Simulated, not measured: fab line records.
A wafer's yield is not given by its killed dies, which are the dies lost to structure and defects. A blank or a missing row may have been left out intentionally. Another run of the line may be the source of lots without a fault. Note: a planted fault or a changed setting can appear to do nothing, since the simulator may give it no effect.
Problem report, 8D (eight disciplines) form, completed by code    flow gf180mcu    the parts of the form that need people (team, actions taken, sign-off) are left out

## 1. THE ISSUE
At GF_TOP_METAL_SPUTTER_04, cathode_dc_power_W averages 3395.8 W over 3 wafers from 3 lots, while fault-free wafers read 6500.0 W, standard deviation 1.2. So: -99 or more standard deviations from the usual mean.
The step: material TiN, target thk 25 nm, time 20.8 s.
Seen first at day 30 18:18 on pvd_sputter-01, wafer L882.3. At this step, 39 wafers from 13 lots have a number in the record. Rule for "out", or "out of limits": more than 4 standard deviations from the usual mean. The rest of the wafers with a number are treated as sound.

## 2. WHAT IT IS, WHAT IT ISN'T
question                     is                      is not
which readings at this step  cathode_dc_power_W      throttle_valve_pct
which lots                   L882, L883, L884        L872, L873, L875, L886, L887, L889, L891, L892, L893, L894
which wafers of those lots   L882.3, L883.3, L884.1  L882.2, L882.4, L883.1, L883.2, L884.2, L884.6
read on which tools          pvd_sputter-01          pvd_sputter-02, pvd_sputter-04
when                         from day 30 18:18       up to then (11 sound wafers); but 25 sound wafers of L883, L884, L886, L887, L889, L891, L892, L893, L894 came after

## 3. THE SUSPECTS, EACH WITH WHAT RULES IT OUT
Counting: any tool at a process step up to the reading remains a suspect provided it ran every lot that is out. Sound lots after the first of them don't rule it out here, since some wafers of a struck lot are sound.
- pvd_sputter-01 at GF_TOP_METAL_SPUTTER_02 (material AlCu, target thk 900 nm, time 47.82 s): kept. Every lot that is out went through it, the first being L882 (day 30 18:14); the last sound lot it ran before that was L873 (day 27 22:41).
- pvd_sputter-01 at GF_TOP_METAL_SPUTTER_04 (material TiN, target thk 25 nm, time 20.8 s): kept. Every lot that is out went through it, the first being L882 (day 30 18:18); the last sound lot it ran before that was L873 (day 27 22:44). On those wafers its own readings are out: cathode_dc_power_W.
Left after counting: pvd_sputter-01 at GF_TOP_METAL_SPUTTER_02, pvd_sputter-01 at GF_TOP_METAL_SPUTTER_04.

## 4. THE CAUSE (what the simulator had put in)
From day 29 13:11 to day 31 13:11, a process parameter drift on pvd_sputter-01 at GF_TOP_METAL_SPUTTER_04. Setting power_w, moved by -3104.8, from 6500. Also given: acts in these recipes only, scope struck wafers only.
Of the 2 suspects that counting leaves, this tool is one.

## 5. THE CHAIN OF EFFECTS, in route order
Each row: a reading whose mean over the struck wafers that have a number lies more than 3 standard deviations from the usual. Readings are gone through only where the record gives a usual standard deviation; hours: the median, over the lots, of the time from a lot's start at the first step in this table giving one to that lot's start at this step; sigmas: the change measured in usual standard deviations.
hours  step                     reading             usual     on struck wafers  change   sigmas
0      GF_TOP_METAL_SPUTTER_04  cathode_dc_power_W  6500.0 W  3395.8            -3104.2  -99 or more
Its process steps:
- GF_TOP_METAL_SPUTTER_04: material TiN, target thk 25 nm, time 20.8 s.

## 6. WHAT WOULD HAVE CAUGHT IT SOONER
29 hours passed between the start of the fault at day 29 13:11 and the first reading out of limits in this record, taken at day 30 18:18.
